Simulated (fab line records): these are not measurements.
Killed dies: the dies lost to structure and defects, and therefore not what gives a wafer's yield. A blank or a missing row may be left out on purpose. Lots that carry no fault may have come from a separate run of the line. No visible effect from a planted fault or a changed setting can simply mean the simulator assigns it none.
fab line records    flow gf180mcu
record: lots: 24  wafers: 72  last_day: 34
route steps=602 shown M2@378 V2@407 V4@500 V5@542 TOP_METAL@567
lots untouched by any fault: they come from a run of this same line in which no faults occurred
start_h: start of the lot's first displayed wafer, in hours after the record's first day    wait_h: hours since the lot's step before    " as in the row above    L1.1+2: a single row standing in for several wafers    - no value, or no start was given    * or withheld: withheld    < > ~ a bound
route shown NAME@n: names a module that has steps shown in the file, with the first one's number in the route    usual: average and standard deviation across the fault-free wafers    same: alike in all rows    chamber/n: place in a boat    sites: each site's reading    _std_site: the standard deviation of these    _edge_site: inner sites' mean taken away from outer sites' mean    radius_mm: how far each site lies from the wafer's centre    mask NAME#n: copy n    behind: tool/chamber where the wafer was last shaped    hold: reason for holding the lot/hours on hold/outcome of the hold    device: whichever transistor did not switch (one of n, p or np)    end of line: at the end of the route, the tests of the same wafers    for a step that has no rows: nothing shown but its recipe    killed: count of dies lost to structure and defects at first sort (not the wafer's yield)    map: per-die view of a wafer (x killed, . not killed, _ where there is no die)
set.NAME: the run value of the setting; set.NAME@STEP: its run value at that earlier step    model.NAME: the simulator's own value behind a step, which no gauge read
route steps across a sampled set of lots; one table per step, one row per wafer
services: a tool's chamber out of use, with start hour (start_h, from the record's first day; less than 0 if before it), hours out, and reason
== steps ==
step: GF_M2_METAL_ETCH_16
recipe: chemistry: Cl2/BCl3  mask_material: KrF  target_depth_nm: 750.8  stop_on: SiO2  pressure_mtorr: 8  icp_w: 800  bias_w: 140  Cl2_flow_sccm: 80  bcl3_flow_sccm: 40  time_s: 125.1
usual: drypump_motor_current_A: 5.29/0.23  oes_product_au: 0.990/0.0058  throttle_valve_pct: 28.229/0.01
lot.wafer  tool          chamber  start_h  wait_h  drypump_motor_current_A  oes_product_au  rf_hours_counter_h  throttle_valve_pct
L074.3     rie_metal-01  0        437.33   0.1     5.58                     0.987           -                   28.235
L074.4     "             1        "        "       5.33                     1.003           -                   28.225
L074.6     "             0        "        "       5.58                     0.989           -                   28.226
L075.1     rie_metal-04  1        447.78   0.0     4.94                     0.990           13                  28.230
L075.2     "             0        "        "       5.19                     0.996           1                   28.231
L075.4     "             1        "        "       4.94                     0.989           -                   28.227
L076.1     rie_metal-02  0        461.11   0.0     5.55                     0.987           6                   28.232
L076.3     "             0        "        "       5.56                     0.994           -                   28.248
L076.4     "             1        "        "       5.29                     0.990           -                   28.225
L077.1     rie_metal-02  1        471.68   0.0     5.30                     0.988           4                   28.215
L077.2     "             0        "        "       5.55                     1.002           6                   28.227
L077.6     "             0        "        "       5.56                     0.990           -                   28.224
L079.1     rie_metal-04  1        483.81   0.0     4.92                     0.986           0                   28.244
L079.2     "             0        "        "       5.20                     0.996           3                   28.221
L079.4     "             0        "        "       5.19                     0.993           -                   28.221
L078.2     rie_metal-02  0        485.48   0.1     5.55                     0.993           -                   28.225
L078.4     "             0        "        "       5.56                     0.986           -                   28.215
L078.5     "             0        "        "       5.56                     0.992           -                   28.225
L080.1     rie_metal-04  0        499.11   0.0     5.19                     0.996           3                   28.226
L080.2     "             1        "        "       4.96                     0.985           0                   28.241
L080.5     "             1        "        "       4.94                     0.985           -                   28.223
L081.1     rie_metal-02  0        502.86   0.0     5.57                     0.982           7                   28.214
L081.5     "             1        "        "       5.29                     0.994           -                   28.233
L081.6     "             0        "        "       5.56                     0.990           -                   28.218
L082.1     rie_metal-04  0        507.58   0.0     5.15                     0.995           4                   28.215
L082.4     "             1        "        "       4.94                     0.987           -                   28.242
L082.5     "             0        "        "       5.16                     0.997           -                   28.218
L083.2     rie_metal-02  1        516.68   0.0     5.31                     0.989           5                   28.215
L083.4     "             0        "        "       5.57                     0.983           -                   28.225
L083.6     "             1        "        "       5.31                     0.987           -                   28.238
L084.3     rie_metal-04  0        530.43   0.1     5.20                     0.992           -                   28.225
L084.4     "             1        "        "       4.93                     0.991           -                   28.238
L084.6     "             0        "        "       5.19                     0.989           -                   28.224
L085.4     rie_metal-01  1        538.70   0.1     5.32                     0.990           -                   28.227
L085.5     "             0        "        "       5.58                     0.997           -                   28.221
L085.6     "             1        "        "       5.33                     0.979           -                   28.231
L086.2     rie_metal-04  0        542.13   0.0     5.19                     0.985           5                   28.232
L086.5     "             0        "        "       5.22                     0.996           -                   28.212
L086.6     "             1        "        "       4.95                     0.983           -                   28.237
L087.2     rie_metal-01  1        554.71   0.0     5.32                     0.990           1                   28.246
L087.3     "             1        "        "       5.33                     0.990           -                   28.233
L087.5     "             1        "        "       5.33                     0.983           -                   28.239
L088.1     rie_metal-01  1        561.68   0.0     5.32                     0.985           2                   28.254
L088.4     "             1        "        "       5.31                     0.988           -                   28.225
L088.6     "             1        "        "       5.32                     0.988           -                   28.251
L089.1     rie_metal-04  0        566.48   0.0     5.17                     0.981           5                   28.237
L089.2     "             1        "        "       4.96                     0.982           2                   28.247
L089.4     "             1        "        "       4.94                     0.978           -                   28.244
L090.2     rie_metal-01  1        575.08   0.0     5.34                     0.985           2                   28.240
L090.5     "             1        "        "       5.32                     0.982           -                   28.234
L090.6     "             0        "        "       5.57                     0.988           -                   28.241
L091.2     rie_metal-04  0        588.18   0.0     5.19                     1.001           6                   28.224
L091.4     "             0        "        "       5.19                     0.992           -                   28.220
L091.5     "             1        "        "       4.94                     0.995           -                   28.230
L092.1     rie_metal-01  0        593.23   0.0     5.55                     0.984           6                   28.221
L092.5     "             1        "        "       5.34                     0.983           -                   28.247
L092.6     "             0        "        "       5.55                     0.994           -                   28.246
L093.2     rie_metal-02  0        599.33   0.0     5.56                     0.993           10                  28.235
L093.3     "             0        "        "       5.56                     0.986           -                   28.232
L093.5     "             1        "        "       5.29                     0.995           -                   28.231
L094.3     rie_metal-02  0        607.37   0.1     5.57                     0.995           -                   28.221
L094.4     "             1        "        "       5.32                     0.991           -                   28.227
L094.5     "             0        "        "       5.55                     0.994           -                   28.219
L095.1     rie_metal-04  0        612.46   0.0     5.21                     1.003           7                   28.229
L095.2     "             1        "        "       4.93                     0.983           4                   28.230
L095.4     "             1        "        "       4.95                     0.980           -                   28.250
L096.1     rie_metal-04  0        626.03   0.0     5.20                     0.985           7                   28.245
L096.2     "             1        "        "       4.92                     0.994           4                   28.242
L096.6     "             0        "        "       5.19                     0.983           -                   28.229
L097.2     rie_metal-02  0        631.11   0.0     5.55                     0.993           11                  28.231
L097.3     "             0        "        "       5.56                     0.996           -                   28.219
L097.5     "             0        "        "       5.55                     0.992           -                   28.234
step: GF_V2_THK_MEAS_25
recipe: thk_meas_gauge: xrf  reads: W_of_V2_CVD_23
usual: V2_W_THK: 350/4.8
lot.wafer  tool           chamber  start_h  wait_h  V2_W_THK[nm]
L074.3     film_metro-04  -        464.66   0.1     356
L074.4     "              -        "        "       347
L074.6     "              -        "        "       355
L075.1     film_metro-03  -        474.83   0.1     347
L075.2     "              -        "        "       352
L075.4     "              -        "        "       343
L076.1     film_metro-01  -        488.24   0.1     350
L076.3     "              -        "        "       347
L076.4     "              -        "        "       350
L077.1     film_metro-01  -        497.93   0.1     342
L077.2     "              -        "        "       345
L077.6     "              -        "        "       347
L079.1     film_metro-01  -        509.88   0.1     353
L079.2     "              -        "        "       353
L079.4     "              -        "        "       352
L078.2     film_metro-01  -        512.12   0.1     349
L078.4     "              -        "        "       352
L078.5     "              -        "        "       352
L080.1     film_metro-04  -        524.87   0.1     357
L080.2     "              -        "        "       351
L080.5     "              -        "        "       354
L081.1     film_metro-03  -        528.87   0.1     337
L081.5     "              -        "        "       339
L081.6     "              -        "        "       339
L082.1     film_metro-01  -        532.72   0.1     348
L082.4     "              -        "        "       351
L082.5     "              -        "        "       354
L083.2     film_metro-03  -        541.88   0.1     342
L083.4     "              -        "        "       345
L083.6     "              -        "        "       346
L084.3     film_metro-03  -        555.34   0.1     348
L084.4     "              -        "        "       351
L084.6     "              -        "        "       351
L085.4     film_metro-03  -        564.02   0.1     348
L085.5     "              -        "        "       347
L085.6     "              -        "        "       351
L086.2     film_metro-04  -        566.83   0.1     357
L086.5     "              -        "        "       359
L086.6     "              -        "        "       359
L087.2     film_metro-04  -        579.38   0.1     355
L087.3     "              -        "        "       355
L087.5     "              -        "        "       357
L088.1     film_metro-04  -        586.31   0.1     350
L088.4     "              -        "        "       353
L088.6     "              -        "        "       352
L089.1     film_metro-03  -        591.08   0.1     357
L089.2     "              -        "        "       350
L089.4     "              -        "        "       353
L090.2     film_metro-04  -        598.52   0.1     352
L090.5     "              -        "        "       352
L090.6     "              -        "        "       352
L091.2     film_metro-01  -        611.60   0.1     355
L091.4     "              -        "        "       357
L091.5     "              -        "        "       352
L092.1     film_metro-04  -        616.43   0.1     355
L092.5     "              -        "        "       350
L092.6     "              -        "        "       351
L093.2     film_metro-04  -        622.10   0.1     345
L093.3     "              -        "        "       345
L093.5     "              -        "        "       343
L094.3     film_metro-04  -        630.26   0.1     355
L094.4     "              -        "        "       347
L094.5     "              -        "        "       349
L095.1     film_metro-04  -        636.15   0.1     350
L095.2     "              -        "        "       349
L095.4     "              -        "        "       349
L096.1     film_metro-03  -        648.07   0.1     346
L096.2     "              -        "        "       344
L096.6     "              -        "        "       344
L097.2     film_metro-01  -        652.99   0.1     348
L097.3     "              -        "        "       353
L097.5     "              -        "        "       353
step: GF_V4_RS_MEAS_24
recipe: thk_meas_gauge: four-point-probe  reads: W_of_V4_CVD_23+TiN_of_V4_SPUTTER_22+Ti_of_V4_SPUTTER_21
usual: V4_W_RS: 0.330/0.003
lot.wafer  tool           chamber  start_h  wait_h  V4_W_RS[ohm/sq]
L074.3     film_metro-01  -        564.20   0.1     0.331
L074.4     "              -        "        "       0.334
L074.6     "              -        "        "       0.335
L075.1     film_metro-01  -        572.56   0.1     0.330
L075.2     "              -        "        "       0.327
L075.4     "              -        "        "       0.326
L076.1     film_metro-04  -        585.22   0.1     0.328
L076.3     "              -        "        "       0.328
L076.4     "              -        "        "       0.334
L077.1     film_metro-03  -        594.05   0.1     0.333
L077.2     "              -        "        "       0.335
L077.6     "              -        "        "       0.333
L079.1     film_metro-01  -        604.41   0.1     0.330
L079.2     "              -        "        "       0.322
L079.4     "              -        "        "       0.326
L078.2     film_metro-03  -        607.50   0.1     0.332
L078.4     "              -        "        "       0.329
L078.5     "              -        "        "       0.328
L080.1     film_metro-01  -        618.57   0.1     0.337
L080.2     "              -        "        "       0.329
L080.5     "              -        "        "       0.333
L081.1     film_metro-01  -        621.01   0.1     0.330
L081.5     "              -        "        "       0.333
L081.6     "              -        "        "       0.333
L082.1     film_metro-03  -        626.56   0.1     0.327
L082.4     "              -        "        "       0.329
L082.5     "              -        "        "       0.324
L083.2     film_metro-03  -        634.46   0.1     0.334
L083.4     "              -        "        "       0.335
L083.6     "              -        "        "       0.336
L084.3     film_metro-04  -        645.80   0.1     0.330
L084.4     "              -        "        "       0.330
L084.6     "              -        "        "       0.334
L085.4     film_metro-01  -        653.59   0.1     0.328
L085.5     "              -        "        "       0.328
L085.6     "              -        "        "       0.331
L086.2     film_metro-04  -        656.76   0.1     0.330
L086.5     "              -        "        "       0.332
L086.6     "              -        "        "       0.331
L087.2     film_metro-04  -        666.44   0.1     0.331
L087.3     "              -        "        "       0.330
L087.5     "              -        "        "       0.328
L088.1     film_metro-03  -        674.46   0.1     0.331
L088.4     "              -        "        "       0.335
L088.6     "              -        "        "       0.329
L089.1     film_metro-01  -        678.05   0.1     0.330
L089.2     "              -        "        "       0.326
L089.4     "              -        "        "       0.334
L090.2     film_metro-03  -        684.97   0.1     0.338
L090.5     "              -        "        "       0.333
L090.6     "              -        "        "       0.332
L091.2     film_metro-04  -        696.36   0.1     0.330
L091.4     "              -        "        "       0.326
L091.5     "              -        "        "       0.330
L092.1     film_metro-01  -        700.40   0.1     0.334
L092.5     "              -        "        "       0.328
L092.6     "              -        "        "       0.334
L093.2     film_metro-01  -        707.35   0.1     0.325
L093.3     "              -        "        "       0.332
L093.5     "              -        "        "       0.325
L094.3     film_metro-01  -        713.10   0.1     0.332
L094.4     "              -        "        "       0.330
L094.5     "              -        "        "       0.331
L095.1     film_metro-03  -        719.11   0.1     0.325
L095.2     "              -        "        "       0.335
L095.4     "              -        "        "       0.327
L096.1     film_metro-03  -        731.25   0.1     0.327
L096.2     "              -        "        "       0.324
L096.6     "              -        "        "       0.328
L097.2     film_metro-04  -        734.79   0.1     0.333
L097.3     "              -        "        "       0.328
L097.5     "              -        "        "       0.332
step: GF_V4_THK_MEAS_25
recipe: thk_meas_gauge: xrf  reads: W_of_V4_CVD_23
usual: V4_W_THK: 346/3.9
lot.wafer  tool           chamber  start_h  wait_h  V4_W_THK[nm]
L074.3     film_metro-01  -        564.30   0.1     344
L074.4     "              -        "        "       347
L074.6     "              -        "        "       342
L075.1     film_metro-01  -        572.68   0.1     350
L075.2     "              -        "        "       352
L075.4     "              -        "        "       352
L076.1     film_metro-04  -        585.34   0.1     349
L076.3     "              -        "        "       351
L076.4     "              -        "        "       345
L077.1     film_metro-03  -        594.17   0.1     346
L077.2     "              -        "        "       345
L077.6     "              -        "        "       344
L079.1     film_metro-01  -        604.53   0.1     345
L079.2     "              -        "        "       354
L079.4     "              -        "        "       348
L078.2     film_metro-03  -        607.61   0.1     343
L078.4     "              -        "        "       347
L078.5     "              -        "        "       346
L080.1     film_metro-01  -        618.69   0.1     338
L080.2     "              -        "        "       348
L080.5     "              -        "        "       343
L081.1     film_metro-01  -        621.13   0.1     346
L081.5     "              -        "        "       343
L081.6     "              -        "        "       344
L082.1     film_metro-03  -        626.68   0.1     346
L082.4     "              -        "        "       345
L082.5     "              -        "        "       349
L083.2     film_metro-03  -        634.57   0.1     339
L083.4     "              -        "        "       341
L083.6     "              -        "        "       338
L084.3     film_metro-04  -        645.90   0.1     344
L084.4     "              -        "        "       345
L084.6     "              -        "        "       341
L085.4     film_metro-01  -        653.68   0.1     351
L085.5     "              -        "        "       348
L085.6     "              -        "        "       348
L086.2     film_metro-04  -        656.87   0.1     346
L086.5     "              -        "        "       342
L086.6     "              -        "        "       341
L087.2     film_metro-04  -        666.55   0.1     342
L087.3     "              -        "        "       346
L087.5     "              -        "        "       347
L088.1     film_metro-03  -        674.58   0.1     343
L088.4     "              -        "        "       338
L088.6     "              -        "        "       346
L089.1     film_metro-01  -        678.17   0.1     348
L089.2     "              -        "        "       351
L089.4     "              -        "        "       344
L090.2     film_metro-03  -        685.08   0.1     336
L090.5     "              -        "        "       340
L090.6     "              -        "        "       343
L091.2     film_metro-04  -        696.47   0.1     348
L091.4     "              -        "        "       348
L091.5     "              -        "        "       346
L092.1     film_metro-01  -        700.52   0.1     345
L092.5     "              -        "        "       352
L092.6     "              -        "        "       346
L093.2     film_metro-01  -        707.46   0.1     354
L093.3     "              -        "        "       348
L093.5     "              -        "        "       351
L094.3     film_metro-01  -        713.20   0.1     348
L094.4     "              -        "        "       349
L094.5     "              -        "        "       346
L095.1     film_metro-03  -        719.23   0.1     352
L095.2     "              -        "        "       341
L095.4     "              -        "        "       349
L096.1     film_metro-03  -        731.37   0.1     345
L096.2     "              -        "        "       349
L096.6     "              -        "        "       348
L097.2     film_metro-04  -        734.90   0.1     342
L097.3     "              -        "        "       343
L097.5     "              -        "        "       340
step: GF_V5_CVD_02
recipe: material: SiO2  target_thk_nm: 1450  precursor: TEOS  temp_c: 400  time_s: 163.28  rf_w: 600
usual: heater_power_w: 670/130
lot.wafer  tool      chamber  start_h  wait_h  heater_power_w
L074.3     pecvd-01  0        609.97   0.0     721
L074.4     "         0        "        "       803
L074.6     "         1        "        "       579
L075.1     pecvd-02  0        617.31   0.1     710
L075.2     "         1        "        "       765
L075.4     "         0        "        "       793
L076.1     pecvd-03  2        629.24   0.1     804
L076.3     "         1        "        "       494
L076.4     "         0        "        "       576
L077.1     pecvd-02  2        636.88   0.1     676
L077.2     "         0        "        "       820
L077.6     "         2        "        "       558
L079.1     pecvd-02  0        646.87   0.1     837
L079.2     "         1        "        "       649
L079.4     "         1        "        "       755
L078.2     pecvd-02  1        651.97   0.0     774
L078.4     "         1        "        "       619
L078.5     "         0        "        "       815
L080.1     pecvd-01  2        660.27   0.1     628
L080.2     "         1        "        "       620
L080.5     "         1        "        "       695
L081.1     pecvd-02  0        663.22   0.1     819
L081.5     "         1        "        "       756
L081.6     "         0        "        "       631
L082.1     pecvd-03  2        668.53   0.1     863
L082.4     "         2        "        "       968
L082.5     "         1        "        "       567
L083.2     pecvd-01  1        675.67   0.0     628
L083.4     "         2        "        "       480
L083.6     "         1        "        "       723
L084.3     pecvd-03  0        686.54   0.0     540
L084.4     "         2        "        "       805
L084.6     "         1        "        "       476
L085.4     pecvd-02  0        694.10   0.1     662
L085.5     "         1        "        "       721
L085.6     "         2        "        "       662
L086.2     pecvd-03  2        696.60   0.0     933
L086.5     "         2        "        "       780
L086.6     "         1        "        "       481
L087.2     pecvd-03  0        705.72   0.0     556
L087.3     "         2        "        "       968
L087.5     "         1        "        "       479
L088.1     pecvd-03  1        713.93   0.1     614
L088.4     "         1        "        "       474
L088.6     "         0        "        "       582
L089.1     pecvd-02  1        717.13   0.1     691
L089.2     "         2        "        "       680
L089.4     "         2        "        "       553
L090.2     pecvd-02  1        723.92   0.0     777
L090.5     "         0        "        "       832
L090.6     "         1        "        "       620
L091.2     pecvd-02  0        734.91   0.0     703
L091.4     "         2        "        "       541
L091.5     "         1        "        "       632
L092.1     pecvd-02  2        738.03   0.1     651
L092.5     "         1        "        "       642
L092.6     "         2        "        "       553
L093.2     pecvd-01  2        744.88   0.0     586
L093.3     "         0        "        "       756
L093.5     "         0        "        "       808
L094.3     pecvd-03  0        749.57   0.0     550
L094.4     "         0        "        "       462
L094.5     "         1        "        "       468
L095.1     pecvd-01  1        755.57   0.1     669
L095.2     "         0        "        "       725
L095.4     "         2        "        "       492
L096.1     pecvd-02  0        767.72   0.1     788
L096.2     "         1        "        "       776
L096.6     "         0        "        "       650
L097.2     pecvd-01  0        770.25   0.0     766
L097.3     "         2        "        "       523
L097.5     "         1        "        "       693
step: GF_TOP_METAL_SPUTTER_00
recipe: material: Ti  target_thk_nm: 37.5  arriving_ion_energy_ev: 80  substrate_temp_c: 200  chamber_pressure_pa: 2  power_w: 4000  time_s: 150
usual: throttle_valve_pct: 29.8/1.5
lot.wafer  tool            chamber  start_h  wait_h  throttle_valve_pct
L074.3     pvd_sputter-01  -        632.11   0.2     31.8
L074.4     "               -        "        "       27.8
L074.6     "               -        "        "       28.4
L075.1     pvd_sputter-01  -        639.82   0.2     29.2
L075.2     "               -        "        "       31.9
L075.4     "               -        "        "       28.4
L076.1     pvd_sputter-04  -        651.01   0.1     28.3
L076.3     "               -        "        "       30.3
L076.4     "               -        "        "       31.5
L077.1     pvd_sputter-02  -        658.66   0.2     29.0
L077.2     "               -        "        "       29.0
L077.6     "               -        "        "       32.2
L079.1     pvd_sputter-01  -        668.95   0.1     31.9
L079.2     "               -        "        "       29.5
L079.4     "               -        "        "       28.0
L078.2     pvd_sputter-02  -        673.52   0.1     30.1
L078.4     "               -        "        "       29.2
L078.5     "               -        "        "       29.8
L080.1     pvd_sputter-04  -        681.81   0.1     28.0
L080.2     "               -        "        "       31.6
L080.5     "               -        "        "       30.1
L081.1     pvd_sputter-04  -        684.23   0.2     31.7
L081.5     "               -        "        "       28.0
L081.6     "               -        "        "       30.4
L082.1     pvd_sputter-02  -        690.01   0.2     29.1
L082.4     "               -        "        "       29.1
L082.5     "               -        "        "       28.9
L083.2     pvd_sputter-02  -        696.50   0.1     29.3
L083.4     "               -        "        "       28.9
L083.6     "               -        "        "       31.9
L084.3     pvd_sputter-04  -        707.02   0.2     28.1
L084.4     "               -        "        "       30.3
L084.6     "               -        "        "       31.3
L085.4     pvd_sputter-04  -        714.85   0.2     28.1
L085.5     "               -        "        "       30.5
L085.6     "               -        "        "       27.9
L086.2     pvd_sputter-02  -        716.79   0.2     30.1
L086.5     "               -        "        "       28.9
L086.6     "               -        "        "       28.9
L087.2     pvd_sputter-04  -        726.00   0.1     31.2
L087.3     "               -        "        "       30.5
L087.5     "               -        "        "       30.1
L088.1     pvd_sputter-01  -        734.05   0.1     27.8
L088.4     "               -        "        "       31.6
L088.6     "               -        "        "       29.1
L089.1     pvd_sputter-01  -        737.06   0.2     29.8
L089.2     "               -        "        "       28.1
L089.4     "               -        "        "       32.0
L090.2     pvd_sputter-01  -        743.47   0.1     31.7
L090.5     "               -        "        "       28.1
L090.6     "               -        "        "       29.7
L091.2     pvd_sputter-01  -        754.06   0.2     28.2
L091.4     "               -        "        "       27.8
L091.5     "               -        "        "       31.6
L092.1     pvd_sputter-01  -        757.53   0.1     29.4
L092.5     "               -        "        "       27.8
L092.6     "               -        "        "       32.0
L093.2     pvd_sputter-01  -        763.41   0.1     28.3
L093.3     "               -        "        "       28.3
L093.5     "               -        "        "       29.7
L094.3     pvd_sputter-02  -        768.49   0.2     28.9
L094.4     "               -        "        "       29.0
L094.5     "               -        "        "       30.2
L095.1     pvd_sputter-02  -        773.44   0.1     30.2
L095.2     "               -        "        "       31.8
L095.4     "               -        "        "       28.9
L096.1     pvd_sputter-04  -        785.41   0.2     31.3
L096.2     "               -        "        "       30.5
L096.6     "               -        "        "       31.5
L097.2     pvd_sputter-04  -        788.16   0.1     30.4
L097.3     "               -        "        "       31.2
L097.5     "               -        "        "       28.3
== services ==
tool            chamber  start_h  hours  kind
pecvd-01        -        417.99   2.8    pm
rie_metal-02    1        441.03   1.2    repair
pecvd-03        -        445.31   1.0    repair
pecvd-03        -        463.51   1.1    repair
pecvd-02        -        466.30   0.9    repair
pecvd-01        2        478.76   13.1   repair
rie_metal-02    1        482.00   16.4   repair
pvd_sputter-02  -        500.35   3.0    repair
pvd_sputter-02  -        532.79   3.6    repair
rie_metal-02    0        550.97   5.4    repair
pvd_sputter-01  -        554.94   5.0    repair
pvd_sputter-02  -        561.35   1.7    repair
rie_metal-04    -        589.76   15.6   pm
pecvd-01        -        591.12   14.0   pm
pecvd-02        -        602.90   0.7    repair
pecvd-02        -        603.67   2.8    pm
rie_metal-02    -        655.21   14.6   pm
pecvd-02        1        678.94   13.5   repair
rie_metal-02    -        680.23   1.9    repair
pecvd-02        -        710.42   3.1    repair
pvd_sputter-02  -        740.74   24.6   repair
pecvd-03        -        746.30   2.8    pm
rie_metal-04    0        763.78   3.8    repair
pecvd-03        0        765.94   3.6    repair
== key ==
fault none
